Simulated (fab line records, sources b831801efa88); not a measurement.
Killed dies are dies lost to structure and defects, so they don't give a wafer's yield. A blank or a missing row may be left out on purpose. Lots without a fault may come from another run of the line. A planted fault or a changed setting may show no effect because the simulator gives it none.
Problem report in the 8D (eight disciplines) form, filled by code | flow sky130 | the parts of the form that need people (team, actions taken, sign-off) are left out

1. THE PROBLEM
spin_speed_rpm at SKY_PAD_OPEN_COAT_02 reads a mean of 2047.2 rpm on 6 wafers of 2 lots; wafers without a fault read 2000.0 rpm with a standard deviation of 1.3. That is +36 standard deviations from the usual mean.
The step: resist thk 3000 nm.
First seen on wafer L274.2, day 48 05:47, on litho_track-02. The record holds 33 wafers of 11 lots with a number at this step. Rule for "out", or "out of limits": more than 4 standard deviations from the usual mean. The other wafers with a number count as sound.

2. WHAT IT IS AND WHAT IT IS NOT
question                    | is                     | is not
which readings at this step | spin_speed_rpm         | resist_line_temp_C
which lots                  | L274, L275             | L264, L266, L267, L269, L271, L272, L282, L283, L284
which wafers of those lots  | all that have a number | -
read on which tools         | litho_track-02         | litho_track-01, litho_track-03
when                        | from day 48 05:47      | up to then (18 sound wafers); but 9 sound wafers of L282, L283, L284 came after

3. SUSPECTS, AND WHAT RULES EACH OUT
Counting: a tool at a process step up to the reading stays a suspect if it ran every lot that is out and no sound lot after the first of them.
- rie_metal-03 at SKY_METAL4_METAL_ETCH_18 (etches the open film in Cl2/BCl3, stops on SiO2, target depth 845 nm, time 183.1 s): ruled out as a lasting fault. Sound lots L282, L283 ran on it after its first lot that is out, L274 (day 45 05:05).
- litho_track-02 at SKY_PAD_OPEN_COAT_02 (resist thk 3000 nm): kept. It ran every lot that is out, first L274 (day 48 05:47), and no sound lot after that; its last sound lot up to then is L272 (day 47 17:56). Its own readings are out on those wafers: spin_speed_rpm.
Left after counting: litho_track-02 at SKY_PAD_OPEN_COAT_02.

4. THE CAUSE (what the simulator had put in)
Process parameter drift: litho_track-02, from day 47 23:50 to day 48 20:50, at SKY_PAD_OPEN_COAT_02. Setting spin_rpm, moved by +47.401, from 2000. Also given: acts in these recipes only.
Counting left only this tool.

5. THE CHAIN OF EFFECTS, in route order
Each row: a reading whose mean over the struck wafers that have a number lies more than 3 standard deviations from the usual. Only readings for which the record gives a usual standard deviation are gone through. hours: the time from each lot's start at the first step in this table that gives one to its start at this step, as a median over the lots. sigmas: the change in usual standard deviations.
hours | step                 | reading        | usual      | on struck wafers | change | sigmas
0     | SKY_PAD_OPEN_COAT_02 | spin_speed_rpm | 2000.0 rpm | 2047.2           | +47.2  | +36
The process steps in it:
- SKY_PAD_OPEN_COAT_02: resist thk 3000 nm.

6. WHAT WOULD HAVE CAUGHT IT SOONER
In this record the first reading out of limits was taken at day 48 05:47, 6 hours after the fault began at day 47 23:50.
